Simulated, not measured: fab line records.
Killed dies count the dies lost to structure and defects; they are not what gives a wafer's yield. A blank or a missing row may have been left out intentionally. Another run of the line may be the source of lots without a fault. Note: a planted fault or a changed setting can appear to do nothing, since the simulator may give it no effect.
fab line records    flow sky130
record: lots: 5  wafers: 15  lastDay: 50
route steps=708 shown VT_ADJUST_HVTP@89 VT_ADJUST_LVTN@97 PAD_OPEN@708
lots that met no fault: taken from a fault-free run of the same line
startH: hours from the record's first day to the start of the lot's first wafer shown    waitH: hours since the lot's step before    " as in the row above    L1.1+2: several wafers, shown together as one row    - no value present, or no start provided    * or withheld: withheld    < > ~ a bound
route shown NAME@n: NAME is a module with steps in the file, n the number in the route of the first one    usual: the fault-free wafers' mean and standard deviation    same: alike in all rows    chamber/n: place in a boat    sites: the reading at each site    _std_site: how widely they spread, as a standard deviation    _edge_site: outer sites' mean less inner sites'    radiusMm: for every site, how far away it sits from the centre of the wafer    mask NAME#n: copy n    behind: the tool/chamber that last shaped the wafer    hold: what put the lot on hold/how long, in hours/how the hold closed    device: which transistor (n, p or np) failed to switch    end of line: the tests these same wafers got at the end of their route    for a step that has no rows: nothing shown but its recipe    killed: dies that structure and defects cost at the first sort, which is not the same as the wafer's yield    map: shows each die of a wafer: x if killed, . if not, _ if none is there
set.NAME: the run value of the setting; set.NAME@STEP: its run value at that earlier step    model.NAME: the simulator's own value behind a step, which no gauge read
a table for each step, a row for each wafer; lots at some steps of the route
services: the hour from which a tool's chamber was out of use, counted from the record's first day as startH (under 0 if before that day), plus the number of hours and why
== steps ==
step: SKY_VT_ADJUST_HVTP_EXPOSE_04
recipe: maskId: HVTPM  na: 0.6  sourceShape: conventional  sigmaOuter: 0.6  polarization: unpolarized  targetCdNm: 380  doseMj: 140
step: SKY_VT_ADJUST_HVTP_PEB_05
recipe: tempC: withheld  timeS: *  resist: NOVOLAK
step: SKY_VT_ADJUST_HVTP_DEVELOP_06
recipe: resist: NOVOLAK  developer: TMAH  developTimeS: 60  devTempC: 23
step: SKY_VT_ADJUST_HVTP_CD_MEAS_07
recipe: targetCdNm: 380
usual: cdNm: 379.5/2.5
lot.wafer  tool      chamber  startH  waitH  cdNm
L807.4     cdSem-01  -        164.67  0.1    377.4
L807.5     "         -        "       "      378.0
L807.6     "         -        "       "      375.2
L810.3     cdSem-01  -        183.18  0.1    377.5
L810.4     "         -        "       "      376.1
L810.6     "         -        "       "      378.7
L812.1     cdSem-01  -        193.70  0.1    384.0
L812.2     "         -        "       "      383.6
L812.4     "         -        "       "      382.7
L819.1     cdSem-02  -        241.41  0.1    373.9
L819.4     "         -        "       "      377.0
L819.6     "         -        "       "      379.2
L822.1     cdSem-01  -        257.29  0.1    382.5
L822.4     "         -        "       "      383.6
L822.5     "         -        "       "      384.5
step: SKY_VT_ADJUST_HVTP_OVL_MEAS_08
usual: VT_ADJUST_HVTP_OVL: 0.0/1.5
lot.wafer  tool        chamber  startH  waitH  VT_ADJUST_HVTP_OVL[nm]
L807.4     overlay-01  -        164.75  0.1    -0.8
L807.5     "           -        "       "      0.0
L807.6     "           -        "       "      0.5
L810.3     overlay-02  -        183.27  0.1    -0.6
L810.4     "           -        "       "      0.0
L810.6     "           -        "       "      -1.5
L812.1     overlay-02  -        193.82  0.1    -1.2
L812.2     "           -        "       "      1.5
L812.4     "           -        "       "      1.3
L819.1     overlay-02  -        241.53  0.1    -1.1
L819.4     "           -        "       "      -2.1
L819.6     "           -        "       "      -3.4
L822.1     overlay-02  -        257.41  0.1    -2.1
L822.4     "           -        "       "      -2.6
L822.5     "           -        "       "      -2.8
step: SKY_VT_ADJUST_HVTP_IMPLANT_09
recipe: species: As  energyKev: 150  doseCm2: 4.3e+12  tiltDeg: withheld
step: SKY_VT_ADJUST_HVTP_STRIP_10
recipe: chemistry: O2/N2  powerW: 1400  pressureMtorr: 1500  platenTempC: withheld  o2FlowSccm: 3000  n2FlowSccm: 300  overashFraction: 0.5
usual: drypumpMotorCurrentA: 5.8/0.43  o2FlowSccm: 3000/8.4  oesProductAu: 0.715/0.0048  stripTimeToEndpointS: 14.18/0.046
lot.wafer  tool            chamber  startH  waitH  drypumpMotorCurrentA  o2FlowSccm  oesProductAu  rfHoursCounterH  stripTimeToEndpointS
L807.4     plasmaAsher-03  1        164.95  0.1    6.0                   3002        0.717         -                14.14
L807.5     "               1        "       "      6.0                   2995        0.724         -                14.07
L807.6     "               0        "       "      6.0                   3004        0.706         -                14.10
L810.3     plasmaAsher-03  1        183.48  0.1    6.0                   3002        0.705         -                14.14
L810.4     "               0        "       "      6.0                   2996        0.717         -                14.20
L810.6     "               0        "       "      6.0                   3006        0.714         -                14.20
L812.1     plasmaAsher-04  0        194.01  0.1    6.3                   2999        0.718         39               14.21
L812.2     "               1        "       "      5.2                   2996        0.714         39               14.18
L812.4     "               1        "       "      5.2                   3001        0.712         -                14.16
L819.1     plasmaAsher-03  1        241.72  0.1    6.0                   2986        0.717         57               14.21
L819.4     "               0        "       "      6.0                   3005        0.710         -                14.24
L819.6     "               0        "       "      6.0                   2991        0.723         -                14.20
L822.1     plasmaAsher-02  1        257.59  0.1    5.5                   2987        0.712         53               14.29
L822.4     "               1        "       "      5.5                   2999        0.717         -                14.28
L822.5     "               0        "       "      5.2                   3011        0.718         -                14.26
step: SKY_VT_ADJUST_HVTP_TW_MEAS_11
usual: VT_ADJUST_HVTP_TW: 1366/7.6
lot.wafer  tool          chamber  startH  waitH  VT_ADJUST_HVTP_TW
L807.4     filmMetro-01  -        165.05  0.1    1363
L807.5     "             -        "       "      1370
L807.6     "             -        "       "      1366
L810.3     filmMetro-01  -        183.56  0.1    1362
L810.4     "             -        "       "      1360
L810.6     "             -        "       "      1364
L812.1     filmMetro-02  -        194.11  0.1    1356
L812.2     "             -        "       "      1364
L812.4     "             -        "       "      1360
L819.1     filmMetro-04  -        241.82  0.1    1376
L819.4     "             -        "       "      1371
L819.6     "             -        "       "      1375
L822.1     filmMetro-02  -        257.69  0.1    1363
L822.4     "             -        "       "      1363
L822.5     "             -        "       "      1362
step: SKY_VT_ADJUST_LVTN_DEHYDRATE_00
recipe: tempC: 200  timeS: 60
step: SKY_VT_ADJUST_LVTN_HMDS_01
recipe: primeTimeS: 60  primeTempC: 120
step: SKY_VT_ADJUST_LVTN_COAT_02
recipe: spinRpm: 2000  resistThkNm: 3000
step: SKY_VT_ADJUST_LVTN_SOFTBAKE_03
recipe: tempC: 110  timeS: withheld
step: SKY_VT_ADJUST_LVTN_EXPOSE_04
recipe: maskId: NWM_COMPLEMENT_LESS_NATIVE  na: 0.6  sourceShape: conventional  sigmaOuter: 0.6  polarization: unpolarized  targetCdNm: 840  doseMj: 194
usual: stageVelMmS: 499.93/0.26
lot.wafer  tool             chamber  startH  waitH  mask                          stageVelMmS
L807.4     ilineStepper-01  0        175.73  -      NWM_COMPLEMENT_LESS_NATIVE#0  500.13
L807.5     "                0        "       "      NWM_COMPLEMENT_LESS_NATIVE#0  500.04
L807.6     "                0        "       "      NWM_COMPLEMENT_LESS_NATIVE#0  499.87
L810.3     ilineStepper-02  0        194.30  -      HVTPM#0                       499.81
L810.4     "                0        "       "      HVTPM#0                       499.43
L810.6     "                0        "       "      HVTPM#0                       499.87
L812.1     ilineStepper-01  0        204.70  -      NWM_COMPLEMENT_LESS_NATIVE#0  499.82
L812.2     "                0        "       "      NWM_COMPLEMENT_LESS_NATIVE#0  499.59
L812.4     "                0        "       "      NWM_COMPLEMENT_LESS_NATIVE#0  499.63
L819.1     ilineStepper-02  0        253.43  -      NWM_COMPLEMENT_LESS_NATIVE#0  499.81
L819.4     "                0        "       "      NWM_COMPLEMENT_LESS_NATIVE#0  499.73
L819.6     "                0        "       "      NWM_COMPLEMENT_LESS_NATIVE#0  499.76
L822.1     ilineStepper-02  0        269.59  -      NWM_COMPLEMENT_LESS_NATIVE#0  499.67
L822.4     "                0        "       "      NWM_COMPLEMENT_LESS_NATIVE#0  499.98
L822.5     "                0        "       "      NWM_COMPLEMENT_LESS_NATIVE#0  500.20
step: SKY_VT_ADJUST_LVTN_PEB_05
recipe: tempC: 115  timeS: withheld
step: SKY_VT_ADJUST_LVTN_DEVELOP_06
recipe: wallAngleDeg: 90  developer: TMAH  developTimeS: 60  devTempC: 23
step: SKY_VT_ADJUST_LVTN_OVL_MEAS_07
usual: VT_ADJUST_LVTN_OVL: -0.4/1.4
lot.wafer  tool        chamber  startH  waitH  VT_ADJUST_LVTN_OVL[nm]
L807.4     overlay-02  -        185.08  -      -2.4
L807.5     "           -        "       "      -1.2
L807.6     "           -        "       "      -2.2
L810.3     overlay-02  -        204.57  -      -
L810.4     "           -        "       "      -
L810.6     "           -        "       "      -
L812.1     overlay-01  -        215.30  -      0.1
L812.2     "           -        "       "      0.3
L812.4     "           -        "       "      1.0
L819.1     overlay-02  -        265.44  -      -1.2
L819.4     "           -        "       "      -1.9
L819.6     "           -        "       "      -1.0
L822.1     overlay-01  -        280.51  -      0.3
L822.4     "           -        "       "      0.1
L822.5     "           -        "       "      0.4
step: SKY_VT_ADJUST_LVTN_IMPLANT_08
recipe: species: B  energyKev: 30  doseCm2: 1.57e+12  tiltDeg: withheld
step: SKY_VT_ADJUST_LVTN_STRIP_09
recipe: chemistry: O2/N2  powerW: 1400  pressureMtorr: 1500  platenTempC: withheld  o2FlowSccm: 3000  n2FlowSccm: 300  overashFraction: 0.5
usual: drypumpMotorCurrentA: 6.0/0.4  o2FlowSccm: 3000/9.5  oesProductAu: 0.722/0.0045  stripTimeToEndpointS: 36.96/0.11
lot.wafer  tool            chamber  startH  waitH  drypumpMotorCurrentA  o2FlowSccm  oesProductAu  rfHoursCounterH  stripTimeToEndpointS
L807.4     plasmaAsher-03  1        185.28  0.1    6.0                   3008        0.716         -                36.94
L807.5     "               1        "       "      6.0                   3000        0.725         -                37.08
L807.6     "               0        "       "      6.0                   2997        0.726         -                37.12
L810.3     plasmaAsher-03  1        204.78  0.1    6.0                   3000        0.727         -                37.12
L810.4     "               0        "       "      6.0                   3020        0.714         -                37.05
L810.6     "               1        "       "      6.0                   2998        0.729         -                37.15
L812.1     plasmaAsher-01  1        215.49  0.1    6.5                   3007        0.722         10               37.22
L812.2     "               0        "       "      5.7                   3002        0.728         10               37.02
L812.4     "               0        "       "      5.7                   2992        0.727         -                37.01
L819.1     plasmaAsher-01  0        265.63  0.1    5.7                   3001        0.727         15               37.06
L819.4     "               0        "       "      5.7                   3002        0.730         -                37.08
L819.6     "               0        "       "      5.7                   2996        0.723         -                37.04
L822.1     plasmaAsher-03  1        280.70  0.1    6.0                   2991        0.723         61               37.03
L822.4     "               1        "       "      6.0                   3005        0.725         -                36.93
L822.5     "               1        "       "      6.0                   2993        0.718         -                36.93
step: SKY_VT_ADJUST_LVTN_TW_MEAS_10
usual: VT_ADJUST_LVTN_TW: 243.0/1.4
lot.wafer  tool          chamber  startH  waitH  VT_ADJUST_LVTN_TW
L807.4     filmMetro-01  -        185.38  0.1    243.6
L807.5     "             -        "       "      243.4
L807.6     "             -        "       "      242.3
L810.3     filmMetro-03  -        204.87  0.1    30.1
L810.4     "             -        "       "      30.1
L810.6     "             -        "       "      30.3
L812.1     filmMetro-03  -        215.59  0.1    241.7
L812.2     "             -        "       "      242.4
L812.4     "             -        "       "      241.4
L819.1     filmMetro-04  -        265.73  0.1    243.7
L819.4     "             -        "       "      244.9
L819.6     "             -        "       "      243.9
L822.1     filmMetro-04  -        280.80  0.1    245.9
L822.4     "             -        "       "      244.5
L822.5     "             -        "       "      244.3
step: SKY_VT_ADJUST_LVTN_DEHYDRATE_11
recipe: tempC: 200  timeS: 60
step: SKY_PAD_OPEN_PROBE_99
usual: killed_at_M0_to_M3: 44/6.4  killed_at_M4_up: 3.4/2.1  killedAtContacts: 23/5  killedAtFrontEnd: 15/4.5  killedAtOther: 0.3/0.54  killedDies: 86/9.5  killedOnRim: 17/3.9  killedOpen: 48/6.9  killedShort: 38/5.9
same: grossDies: 492  killedAtBackSide: 0
lot.wafer  tool       chamber  startH   waitH  killed_at_M0_to_M3  killed_at_M4_up  killedAtContacts  killedAtFrontEnd  killedAtOther  killedDies  killedOnRim  killedOpen  killedShort  model.etest.tipP.rsOhmSq  model.etest.pfet_01v8.rOnOhmUm  model.etest.nfet_01v8_lvt.driveUaUm  model.etest.nfet_01v8_turned.driveUaUm  model.etest.nfet_01v8.driveUaUm  model.etest.nfet_01v8_swapped.driveUaUm  model.etest.pfet_01v8.driveUaUm  model.etest.pfet_01v8_mvt.driveUaUm
L807.4     prober-01  -        1119.60  0.2    44                  3                15                14                1              77          13           47          30           6865                      2941                            556.2                                488.4                                   486.6                            490.4                                    190.7                            150.1
L807.5     prober-01  -        1119.65  0.2    42                  7                19                13                0              81          16           45          36           6821                      2906                            579.1                                505.4                                   501.1                            507                                      194.9                            154.5
L807.6     prober-01  -        1119.70  0.2    38                  4                23                15                0              80          18           45          35           6870                      2960                            552.5                                487.9                                   486.5                            485.4                                    189.3                            151
L810.3     prober-01  -        1133.52  0.2    41                  2                19                430               0              492         96           41          32           6463                      2664                            615.2                                538.2                                   539                              539.2                                    222                              180.2
L810.4     prober-01  -        1133.57  0.2    41                  5                24                420               2              492         96           49          37           6444                      2710                            601.5                                515.9                                   515.2                            522.8                                    218.4                            176.7
L810.6     prober-01  -        1133.67  0.2    43                  4                25                420               0              492         96           58          35           6468                      2704                            611.3                                523.9                                   524                              521.5                                    220.8                            180.6
L812.1     prober-01  -        1140.66  0.1    45                  0                24                15                1              85          18           38          47           6675                      2779                            585.5                                513.6                                   510.1                            512.7                                    204.9                            161.9
L812.2     prober-01  -        1140.71  0.1    48                  3                30                16                0              97          21           55          42           6617                      2831                            570.9                                496.6                                   503.6                            501.7                                    199.2                            158
L812.4     prober-01  -        1140.81  0.2    41                  4                28                13                0              86          17           56          30           6631                      2865                            571.6                                503.7                                   497.7                            500.2                                    197.6                            157.6
L819.1     prober-02  -        1178.83  0.1    43                  6                21                11                0              81          16           43          38           6904                      2896                            587.3                                518.2                                   513.4                            514.4                                    190.6                            152.5
L819.4     prober-02  -        1178.98  0.2    28                  1                22                14                0              65          14           39          26           6842                      2942                            581.5                                511                                     508.7                            512.1                                    190.5                            150.8
L819.6     prober-02  -        1179.08  0.2    35                  4                20                7                 0              66          12           36          30           6865                      2914                            589                                  514                                     511                              517                                      187.9                            149.9
L822.1     prober-01  -        1190.05  0.1    44                  5                16                16                1              82          14           45          37           6991                      2877                            575.8                                504.5                                   502.4                            505.1                                    192.1                            146.5
L822.4     prober-01  -        1190.20  0.2    48                  6                23                7                 1              85          20           53          32           7008                      2916                            582.9                                514.1                                   509.3                            516.1                                    187.6                            147.1
L822.5     prober-01  -        1190.25  0.2    33                  1                27                19                0              80          17           45          35           6972                      2909                            582.9                                512.8                                   513.1                            513.3                                    190.7                            148.7
killed by level:class
L807.4 VIA1:geometricParticle:open=17 VIA3:geometricParticle:open=8 POLY_GATE:geometricParticle:short=6 LI_CONTACT:geometricParticle:open=6 METAL2:geometricParticle:short=5 CONTACT:geometricParticle:open=4 VIA2:geometricParticle:open=4 FIELD_ISO:geometricParticle:open=3
L807.5 VIA2:geometricParticle:open=9 VIA1:geometricParticle:open=9 VIA3:geometricParticle:open=6 CONTACT:geometricParticle:short=6 LOCAL_INTERCONNECT:geometricParticle:short=5 METAL1:geometricParticle:short=5 POLY_GATE:geometricParticle:short=4 CONTACT:geometricParticle:open=4
L807.6 VIA1:geometricParticle:open=14 VIA2:geometricParticle:open=7 CONTACT:geometricParticle:short=7 POLY_GATE:geometricParticle:open=4 LI_CONTACT:geometricParticle:open=4 LOCAL_INTERCONNECT:geometricParticle:short=4 CONTACT:geometricParticle:open=4 VIA3:geometricParticle:open=4
L810.3 VT_ADJUST_LVTN:areaExpose=419 VIA1:geometricParticle:open=16 CONTACT:geometricParticle:open=9 FIELD_ISO:geometricParticle:short=7 VIA1:geometricParticle:short=6 METAL1:geometricParticle:short=4 VIA2:geometricParticle:open=3 LI_CONTACT:geometricParticle:open=3
L810.4 VT_ADJUST_LVTN:areaExpose=404 VIA2:geometricParticle:open=10 LI_CONTACT:geometricParticle:open=9 VIA1:geometricParticle:open=9 FIELD_ISO:geometricParticle:short=5 LOCAL_INTERCONNECT:geometricParticle:short=5 FIELD_ISO:geometricParticle:open=4 CONTACT:geometricParticle:open=4
L810.6 VT_ADJUST_LVTN:areaExpose=398 LI_CONTACT:geometricParticle:open=12 VIA2:geometricParticle:open=10 VIA1:geometricParticle:open=8 FIELD_ISO:geometricParticle:open=7 CONTACT:geometricParticle:open=7 POLY_GATE:geometricParticle:open=6 METAL3:geometricParticle:short=6
L812.1 VIA1:geometricParticle:open=9 METAL1:geometricParticle:short=8 CONTACT:geometricParticle:open=7 METAL2:geometricParticle:short=7 FIELD_ISO:geometricParticle:short=5 LI_CONTACT:geometricParticle:open=5 LOCAL_INTERCONNECT:geometricParticle:short=5 VIA3:geometricParticle:open=5
L812.2 VIA1:geometricParticle:open=12 LI_CONTACT:geometricParticle:open=11 METAL2:geometricParticle:short=9 CONTACT:geometricParticle:open=7 LI_CONTACT:geometricParticle:short=4 LOCAL_INTERCONNECT:geometricParticle:short=4 CONTACT:geometricParticle:short=4 VIA3:geometricParticle:open=4
L812.4 CONTACT:geometricParticle:open=11 VIA1:geometricParticle:open=11 VIA2:geometricParticle:open=8 LI_CONTACT:geometricParticle:open=7 VIA3:geometricParticle:open=7 FIELD_ISO:geometricParticle:open=5 VIA1:geometricParticle:short=5 METAL4:geometricParticle:short=4
L819.1 VIA3:geometricParticle:open=8 VIA1:geometricParticle:open=7 LI_CONTACT:geometricParticle:open=6 VIA3:geometricParticle:short=6 CONTACT:geometricParticle:open=5 CONTACT:geometricParticle:short=5 METAL1:geometricParticle:short=5 METAL2:geometricParticle:short=5
L819.4 LI_CONTACT:geometricParticle:open=9 VIA1:geometricParticle:open=8 CONTACT:geometricParticle:open=7 FIELD_ISO:geometricParticle:short=6 METAL1:geometricParticle:short=4 VIA3:geometricParticle:open=4 POLY_GATE:geometricParticle:open=3 LI_CONTACT:geometricParticle:short=3
L819.6 VIA2:geometricParticle:open=7 CONTACT:geometricParticle:open=6 VIA3:geometricParticle:open=6 METAL2:geometricParticle:short=5 LI_CONTACT:geometricParticle:short=4 LI_CONTACT:geometricParticle:open=4 VIA1:geometricParticle:open=4 VIA3:geometricParticle:short=4
L822.1 VIA1:geometricParticle:open=12 VIA3:geometricParticle:open=7 VIA2:geometricParticle:open=6 LOCAL_INTERCONNECT:geometricParticle:short=6 CONTACT:geometricParticle:open=5 POLY_GATE:geometricParticle:short=4 METAL4:geometricParticle:short=4 METAL3:geometricParticle:short=3
L822.4 CONTACT:geometricParticle:open=12 VIA1:geometricParticle:open=10 VIA2:geometricParticle:open=9 VIA3:geometricParticle:open=9 VIA1:geometricParticle:short=6 METAL2:geometricParticle:short=5 CONTACT:geometricParticle:short=4 METAL1:geometricParticle:short=4
L822.5 CONTACT:geometricParticle:open=10 LOCAL_INTERCONNECT:geometricParticle:short=8 VIA1:geometricParticle:open=8 VIA2:geometricParticle:open=8 FIELD_ISO:geometricParticle:short=6 VIA3:geometricParticle:open=5 CONTACT:geometricParticle:short=5 VIA1:geometricParticle:short=4
map L810.3 (x killed, . not)
__________xxxxxxxxxx_________
________xxxxxxxxxxxxxx_______
______xxxxxxxxxxxxxxxxxx_____
_____xxxxxxxxxxxxxxxxxxxx____
____xxxxxxxxxxxxxxxxxxxxxx___
___xxxxxxxxxxxxxxxxxxxxxxxx__
__xxxxxxxxxxxxxxxxxxxxxxxxxx_
_xxxxxxxxxxxxxxxxxxxxxxxxxxxx
_xxxxxxxxxxxxxxxxxxxxxxxxxxxx
_xxxxxxxxxxxxxxxxxxxxxxxxxxxx
_xxxxxxxxxxxxxxxxxxxxxxxxxxxx
_xxxxxxxxxxxxxxxxxxxxxxxxxxxx
_xxxxxxxxxxxxxxxxxxxxxxxxxxxx
_xxxxxxxxxxxxxxxxxxxxxxxxxxxx
_xxxxxxxxxxxxxxxxxxxxxxxxxxxx
__xxxxxxxxxxxxxxxxxxxxxxxxxx_
___xxxxxxxxxxxxxxxxxxxxxxxx__
____xxxxxxxxxxxxxxxxxxxxxx___
_____xxxxxxxxxxxxxxxxxxxx____
______xxxxxxxxxxxxxxxxxx_____
________xxxxxxxxxxxxxx_______
__________xxxxxxxxxx_________
map L819.1 (x killed, . not)
__________.........._________
________x.xx.x...xx.x._______
______......x.x...x....._____
_____x...................____
____......x...x...x.x..xx.___
___.xx.....x.......x....x.x__
__x..xx.......xx.......x...._
_..x.........xx......x.x.....
_.....................x....x.
_......x...xxx...............
_..x...xx......x.........x...
_..x.x.....x.................
_...............x...xx.......
_.......x.....x.............x
_.........x.........x........
__x.xx.xx...........xx.x...._
___..x.x.x...x.....x.......__
____...x......x...........___
_____.x..........x.x..x..____
______..x..............._____
________..x.....x...x._______
__________.xx......._________
== services ==
tool             chamber  startH  hours  kind
plasmaAsher-02   -        157.61  2.8    pm
plasmaAsher-02   -        160.36  28.1   pm
ilineStepper-01  -        161.86  1.7    pm
ilineStepper-02  -        167.94  8.9    pm
plasmaAsher-03   -        186.75  3.2    repair
plasmaAsher-02   -        213.69  0.7    repair
ilineStepper-01  0        251.55  -      calibration
ilineStepper-02  0        252.44  -      calibration
plasmaAsher-01   -        260.32  4.6    repair
ilineStepper-02  -        274.95  4.3    pm
== key ==
firstSign: step: SKY_VT_ADJUST_LVTN_EXPOSE_04  reading: mask  direction: changed
effect: step: SKY_VT_ADJUST_LVTN_OVL_MEAS_07  reading: VT_ADJUST_LVTN_OVL  direction: missing
effect: step: SKY_VT_ADJUST_LVTN_TW_MEAS_10  reading: VT_ADJUST_LVTN_TW  direction: down  sigmas: 99+  usual: 243.0  struck: 30.2
effect: step: SKY_PAD_OPEN_PROBE_99  reading: killedAtFrontEnd  direction: up  sigmas: 90  usual: 15  struck: 423
modelEffect: step: SKY_PAD_OPEN_PROBE_99  value: etest.tipP.rsOhmSq  without: 6962  struck: 6458
moreKillsBornAt: SKY_VT_ADJUST_LVTN_EXPOSE_04@ilineStepper-02: 1221
metAt SKY_VT_ADJUST_LVTN_EXPOSE_04
struckWafers L810.3,L810.4,L810.6
testerLeftOut L810
fault: kind: wrongMask  tool: any  chamber: -  onsetH: 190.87  steps: SKY_VT_ADJUST_LVTN_EXPOSE_04  auxCopy: HVTPM#0  scope: struckLotsOnly
testerLeftOut: of these lots the tester's yield and bins aren't shown, on N5 and GAA mostly nor the transistor test; their killed dies are dies lost to structure and defects alone, not to doping, threshold or leakage, so they don't give the yield
